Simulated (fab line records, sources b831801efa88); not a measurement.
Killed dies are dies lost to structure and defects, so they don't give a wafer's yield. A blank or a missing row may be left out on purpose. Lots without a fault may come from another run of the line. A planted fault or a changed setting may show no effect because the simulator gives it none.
Split-lot experiment | flow gf180mcu | 5 lots, 27 wafers read, on a route of 602 steps

THE SPLIT
At GF_DUAL_GATE_OXIDATION_15 (stabilise 600 s, purge 300 s, target thk 7.098 nm), the setting ox_time_s was moved away from the recipe's 1995 s on 18 of the 27 wafers read, by -49.2% to +32.2%. The other wafers ran this setting at the recipe's value.

The reading is taken at the split's own step.

THE READING
SiO2_of_DUAL_GATE_OXIDATION_02.thk_nm (the simulator's own value, which no gauge read), in nm, at GF_DUAL_GATE_OXIDATION_15 (stabilise 600 s, purge 300 s, target thk 7.098 nm). The file gives no usual value for it. The 9 wafers here that ran the recipe average 14.47 nm, standard deviation 0.09 nm.

wafer  | tool, chamber at the split | ox_time_s as run, s | against the recipe | SiO2_of_DUAL_GATE_OXIDATION_02.thk_nm, nm | against lot-mates on the recipe
L076.1 | -, -                       | 1650                | -17.3%             | 13.75                                     | no lot-mate on the recipe
L076.2 | -, -                       | 1650                | -17.3%             | 13.69                                     | no lot-mate on the recipe
L076.3 | -, -                       | 1650                | -17.3%             | 13.76                                     | no lot-mate on the recipe
L076.4 | -, -                       | 1650                | -17.3%             | 13.81                                     | no lot-mate on the recipe
L076.6 | -, -                       | 1650                | -17.3%             | 13.81                                     | no lot-mate on the recipe
L076.5 | -, -                       | 1650                | -17.3%             | 13.86                                     | no lot-mate on the recipe
L079.2 | furnace-02, 0              | 1995                | recipe             | 14.49                                     | -
L079.3 | furnace-02, 0              | 1995                | recipe             | 14.44                                     | -
L079.6 | furnace-02, 0              | 1995                | recipe             | 14.57                                     | -
L080.1 | -, -                       | 1995                | recipe             | 14.56                                     | -
L080.5 | -, -                       | 1995                | recipe             | 14.56                                     | -
L080.2 | -, -                       | 1995                | recipe             | 14.52                                     | -
L080.3 | -, -                       | 1995                | recipe             | 14.28                                     | -
L080.4 | -, -                       | 1995                | recipe             | 14.4                                      | -
L080.6 | -, -                       | 1995                | recipe             | 14.42                                     | -
L081.1 | -, -                       | 1013                | -49.2%             | 12.46                                     | no lot-mate on the recipe
L081.2 | -, -                       | 1013                | -49.2%             | 12.54                                     | no lot-mate on the recipe
L081.3 | -, -                       | 1013                | -49.2%             | 12.6                                      | no lot-mate on the recipe
L081.4 | -, -                       | 1013                | -49.2%             | 12.69                                     | no lot-mate on the recipe
L081.5 | -, -                       | 1013                | -49.2%             | 12.5                                      | no lot-mate on the recipe
L081.6 | -, -                       | 1013                | -49.2%             | 12.48                                     | no lot-mate on the recipe
L084.1 | -, -                       | 2637                | +32.2%             | 15.79                                     | no lot-mate on the recipe
L084.2 | -, -                       | 2637                | +32.2%             | 15.77                                     | no lot-mate on the recipe
L084.3 | -, -                       | 2637                | +32.2%             | 15.65                                     | no lot-mate on the recipe
L084.4 | -, -                       | 2637                | +32.2%             | 15.66                                     | no lot-mate on the recipe
L084.5 | -, -                       | 2637                | +32.2%             | 15.64                                     | no lot-mate on the recipe
L084.6 | -, -                       | 2637                | +32.2%             | 15.67                                     | no lot-mate on the recipe

THE FIT
A straight line over all 27 wafers: SiO2_of_DUAL_GATE_OXIDATION_02.thk_nm changes by +0.0388 nm for each +1% of ox_time_s; r = +1.00; the points scatter about the line by 0.078 nm.
Too few moved wafers have a lot-mate on the recipe to fit a line with each lot's own level taken away.

THE FILE'S OWN FIT
SiO2_of_DUAL_GATE_OXIDATION_02.thk_nm changes by +0.0388 nm for each +1% of ox_time_s, r = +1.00.
